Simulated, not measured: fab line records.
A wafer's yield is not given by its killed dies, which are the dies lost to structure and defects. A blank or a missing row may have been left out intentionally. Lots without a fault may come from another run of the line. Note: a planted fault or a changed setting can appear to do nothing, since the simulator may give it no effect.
Which tool did it?    flow gf180mcu    Sampling: 24 lots, 72 wafers, 3 of 602 route steps

== WHAT THE GAUGES READ, wafer by wafer ==
GF_M4_CD_MEAS_14: target cd 280 nm.
lot   measured      on         cd nm (nm)
L075  day 23 15:02  cd sem-01  281.0 280.8 279.7
L074  day 23 20:23  cd sem-01  280.6 280.3 278.7
L076  day 24 05:11  cd sem-01  281.1 281.2 280.6
L077  day 24 13:03  cd sem-01  279.7 280.8 280.1
L078  day 24 14:00  cd sem-01  279.6 281.4 281.2
L079  day 25 01:25  cd sem-01  278.7 278.3 278.8
L080  day 25 07:56  cd sem-01  279.8 280.1 280.8
L081  day 25 18:17  cd sem-01  279.8 279.0 280.8
L082  day 26 01:23  cd sem-01  279.4 278.6 279.8
L083  day 26 08:34  cd sem-01  282.8 281.3 280.6
L084  day 26 15:31  cd sem-02  279.0 279.9 280.1
L085  day 27 01:02  cd sem-02  280.0 281.3 280.2
L086  day 27 01:26  cd sem-02  279.5 279.1 279.9
L087  day 28 00:29  cd sem-01  281.5 282.6 283.1
L088  day 28 03:05  cd sem-02  282.0 282.7 281.9
L089  day 28 09:11  cd sem-02  280.6 282.1 280.2
L090  day 28 13:59  cd sem-01  279.3 280.3 279.9
L091  day 29 12:07  cd sem-01  278.6 279.5 278.7
L092  day 29 22:32  cd sem-01  279.5 278.1 279.2
L093  day 29 22:39  cd sem-02  281.9 281.4 280.8
L095  day 30 07:45  cd sem-02  280.1 279.6 279.5
L094  day 30 13:03  cd sem-01  281.2 280.5 280.6
L096  day 30 18:35  cd sem-02  280.5 280.3 281.7
L097  day 31 00:11  cd sem-01  278.3 279.1 280.0

== WHICH TOOL RAN EACH LOT (tool, then ch and the chambers of the sampled wafers, then the start) ==
lot   GF_V1_CVD_23                   GF_V2_SPUTTER_21
L075  cvd w-01 ch 0,1, day 18 13:27  pvd sputter-02, day 20 15:02
L074  cvd w-02 ch 0,1, day 18 17:18  pvd sputter-02, day 20 18:46
L076  cvd w-02 ch 0,1, day 19 01:26  pvd sputter-02, day 21 03:48
L077  cvd w-01 ch 0,1, day 19 09:36  pvd sputter-01, day 21 12:51
L078  cvd w-02 ch 0,1, day 19 12:30  pvd sputter-04, day 21 14:37
L079  cvd w-02 ch 0,1, day 20 00:12  pvd sputter-01, day 22 02:04
L080  cvd w-02 ch 0, day 20 06:01    pvd sputter-01, day 22 09:30
L081  cvd w-02 ch 0,1, day 20 17:13  pvd sputter-04, day 22 19:19
L082  cvd w-01 ch 0,1, day 21 01:49  pvd sputter-01, day 23 03:55
L083  cvd w-01 ch 1, day 21 09:46    pvd sputter-01, day 23 11:17
L084  cvd w-02 ch 0,1, day 21 17:40  pvd sputter-02, day 23 18:44
L085  cvd w-01 ch 0,1, day 22 03:27  pvd sputter-02, day 24 04:31
L086  cvd w-02 ch 0,1, day 22 04:10  pvd sputter-04, day 24 05:08
L087  cvd w-01 ch 0, day 23 04:46    pvd sputter-04, day 25 04:34
L088  cvd w-02 ch 1, day 23 10:23    pvd sputter-01, day 25 09:31
L089  cvd w-02 ch 0,1, day 23 16:29  pvd sputter-04, day 25 15:28
L090  cvd w-02 ch 0,1, day 24 00:28  pvd sputter-01, day 25 21:34
L091  cvd w-01 ch 0,1, day 25 00:19  pvd sputter-02, day 26 21:16
L092  cvd w-02 ch 0,1, day 25 10:02  pvd sputter-02, day 27 07:07
L093  cvd w-01 ch 0,1, day 25 10:19  pvd sputter-02, day 27 07:48
L095  cvd w-02 ch 0,1, day 25 21:23  pvd sputter-02, day 27 17:16
L094  cvd w-02 ch 0,1, day 26 04:58  pvd sputter-02, day 28 02:01
L096  cvd w-02 ch 0,1, day 26 09:55  pvd sputter-02, day 28 06:13
L097  cvd w-01 ch 0,1, day 26 16:46  pvd sputter-04, day 28 11:25
- GF_V1_CVD_23: deposits W, target thk 350 nm, time 105.05 s.
- GF_V2_SPUTTER_21: material Ti, target thk 15 nm, time 80.02 s.

== AS READ BY THE TOOLS THEMSELVES (means over the sampled wafers that have a number; for cases with no such wafer, the mark the record gives instead) ==
GF_V1_CVD_23.
lot   tool      heater power w (W)
L075  cvd w-01  871
L074  cvd w-02  849
L076  cvd w-02  844
L077  cvd w-01  877
L078  cvd w-02  853
L079  cvd w-02  862
L080  cvd w-02  846
L081  cvd w-02  858
L082  cvd w-01  876
L083  cvd w-01  916
L084  cvd w-02  865
L085  cvd w-01  854
L086  cvd w-02  860
L087  cvd w-01  817
L088  cvd w-02  876
L089  cvd w-02  860
L090  cvd w-02  854
L091  cvd w-01  855
L092  cvd w-02  866
L093  cvd w-01  883
L095  cvd w-02  854
L094  cvd w-02  878
L096  cvd w-02  886
L097  cvd w-01  881

GF_V2_SPUTTER_21.
lot   tool            throttle valve pct (%)
L075  pvd sputter-02  29.4
L074  pvd sputter-02  29.6
L076  pvd sputter-02  29.6
L077  pvd sputter-01  31.4
L078  pvd sputter-04  29.0
L079  pvd sputter-01  32.0
L080  pvd sputter-01  32.2
L081  pvd sputter-04  28.9
L082  pvd sputter-01  32.7
L083  pvd sputter-01  31.3
L084  pvd sputter-02  29.2
L085  pvd sputter-02  29.6
L086  pvd sputter-04  29.0
L087  pvd sputter-04  29.4
L088  pvd sputter-01  31.0
L089  pvd sputter-04  29.7
L090  pvd sputter-01  30.7
L091  pvd sputter-02  29.7
L092  pvd sputter-02  29.6
L093  pvd sputter-02  29.6
L095  pvd sputter-02  29.4
L094  pvd sputter-02  29.9
L096  pvd sputter-02  30.1
L097  pvd sputter-04  29.5

== THE ANSWER, worked out from the rows above alone ==
Rule: the lots themselves supply what counts as usual. Put in order of their means at a reading, lots are off if they are a third of the lots or fewer, leave a main group of 4 or more, and stand apart from it by a gap of 3 or more times the standard deviation of the main group's means; of several such gaps the widest counts. A main group whose means are all the same, to the digits that the tables above print for the reading, isn't used. Also off: a lot with no number at a reading for which 4 or more lots have one. Any other lot the step has rows for is counted as sound. First the gauges in route order, then the tools' own readings, where a lot's mean is used as printed above. At the first step where some lot is off, the reading lying furthest off is the one used; lots without a number count as furthest.
No lot is off at any reading shown: from this, nothing can be told.

== WHAT THE SIMULATOR HAD INSERTED ==
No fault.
